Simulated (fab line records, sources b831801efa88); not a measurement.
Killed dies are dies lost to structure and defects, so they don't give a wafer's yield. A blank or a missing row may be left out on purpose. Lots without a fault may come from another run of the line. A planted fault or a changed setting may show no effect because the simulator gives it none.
A struck lot beside a sound one | flow sky130 | 15 steps out of a route of 708
Sound: wafers L816.1, L816.3, L816.6. Struck: wafers L813.1, L813.2, L813.3. The cause comes at the end.
At each step with rows: each side's tool, then ch and its chambers, then its first start. Under that, the readings that differ: sound wafers | struck wafers | difference of the means | sigmas: that difference in standard deviations of wafers without a fault.
alike: readings whose means differ by less than 2 such deviations, and words and numbers that are the same on both sides. not compared: withheld readings, readings that some wafer has no value for, bounds like >300 that may hide the same value, and numbers for which the record gives no deviation and whose values overlap.
The two part at a step that has a row with sigmas, a row that says differs or no value, or rows on one side only. Numbers that don't overlap but have no deviation are shown without sigmas and don't part them. A reading that every wafer of one side lacks parts them only if that side has two wafers or more.

first, 1 step without rows for these wafers: SKY_VIA4_DEVELOP_10 (develop time 60 s).
SKY_VIA4_OVL_MEAS_11:
  sound on overlay-01, day 48 12:42; struck on overlay-02, day 47 10:32
  alike: VIA4_OVL
SKY_VIA4_ETCH_12: etches SiO2 in C4F8/O2/Ar, stops on TiN, target depth 580 nm.
  sound on rie_diel-01 ch 1,2,3, day 48 12:44; struck on rie_diel-04 ch 0,1,2, day 47 10:34
  alike: oes_product_au
SKY_VIA4_STRIP_13: strips in O2/N2.
  sound on plasma_asher-02 ch 0,1, day 48 12:49; struck on plasma_asher-03 ch 0,1, day 47 10:38
  reading                      | sound             | struck            | difference | sigmas
  strip_time_to_endpoint_s (s) | 12.89 12.85 12.87 | 12.78 12.75 12.82 | -0.09      | -3
  alike: drypump_motor_current_A, oes_product_au
  not compared: rf_hours_counter_h
then, 3 steps without rows for these wafers: SKY_VIA4_STRIP_14 (strips in post etch residue remover, time 1200 s); SKY_VIA4_CLEAN_15 (cleans in IPA, time 180 s); SKY_VIA4_CLEAN_16 (cleans in O3/DIW).
SKY_VIA4_SPUTTER_17: material TiN, target thk 20 nm, time 80 s.
  sound on pvd_sputter-03, day 48 13:28; struck on pvd_sputter-03, day 47 11:14
  alike: cathode_dc_power_W, chamber_pressure_pa, throttle_valve_pct
SKY_VIA4_CVD_18: deposits W, target thk 505 nm, time 152.14 s.
  sound on cvd_w-02 ch 0,1, day 48 13:32; struck on cvd_w-02 ch 0,1, day 47 11:17
  alike: heater_power_w
SKY_VIA4_RS_MEAS_19: measures by four-point-probe.
  sound on film_metro-02, day 48 13:41; struck on film_metro-02, day 47 11:26
  alike: VIA4_W_RS
SKY_VIA4_THK_MEAS_20: measures by xrf.
  sound on film_metro-02, day 48 13:48; struck on film_metro-02, day 47 11:34
  alike: VIA4_W_THK
then, 1 step without rows for these wafers: SKY_VIA4_CMP_21 (polishes, stops on SiO2, t overpolish 25 s, target thk 0 nm).
SKY_METAL5_SPUTTER_00: material Ti, target thk 15 nm, time 10 s.
  sound on pvd_sputter-04, day 48 14:10; struck on pvd_sputter-03, day 47 11:56
  no value came back on the struck wafers for cathode_dc_power_W (W), chamber_pressure_pa (Pa), throttle_valve_pct (%); on the sound wafers cathode_dc_power_W (W) reads 2999.6 3000.5 3001.1
SKY_METAL5_SPUTTER_01: material TiN, target thk 20 nm, time 16.7 s.
  sound on pvd_sputter-04, day 48 14:11; struck on pvd_sputter-03, day 47 11:58
  alike: cathode_dc_power_W, chamber_pressure_pa, throttle_valve_pct
-- the record jumps here: 2 days lie between the struck wafers' starts before and after (it left off in module METAL5 and takes up again in module PAD_OPEN, whose first step shown is number 708 of the route) --
SKY_PAD_OPEN_PROBE_99:
  sound on prober-02, day 50 19:13; struck on prober-01, day 49 22:34
  reading                       | sound                | struck               | difference | sigmas
  model.etest.via4_chain.rc_ohm | 0.8015 0.7948 0.8055 | 0.8591 0.8906 0.8932 | +0.0804    |
  alike: defect_limited_yield, killed_at_M0_to_M3, killed_at_M4_up, killed_at_contacts, killed_at_front_end, killed_at_other, killed_dies, killed_on_rim, killed_open, killed_short, sort_bin_3_pad_short, sort_bin_5_function, sort_bin_6_memory, sort_n_pass, sort_yield_pct

WHERE THEY PART
First at SKY_VIA4_STRIP_13; last, within this record, at SKY_METAL5_SPUTTER_00. Later steps at which nothing parts them and some readings are alike: SKY_METAL5_SPUTTER_01, SKY_PAD_OPEN_PROBE_99.

WHY: what the simulator had put in
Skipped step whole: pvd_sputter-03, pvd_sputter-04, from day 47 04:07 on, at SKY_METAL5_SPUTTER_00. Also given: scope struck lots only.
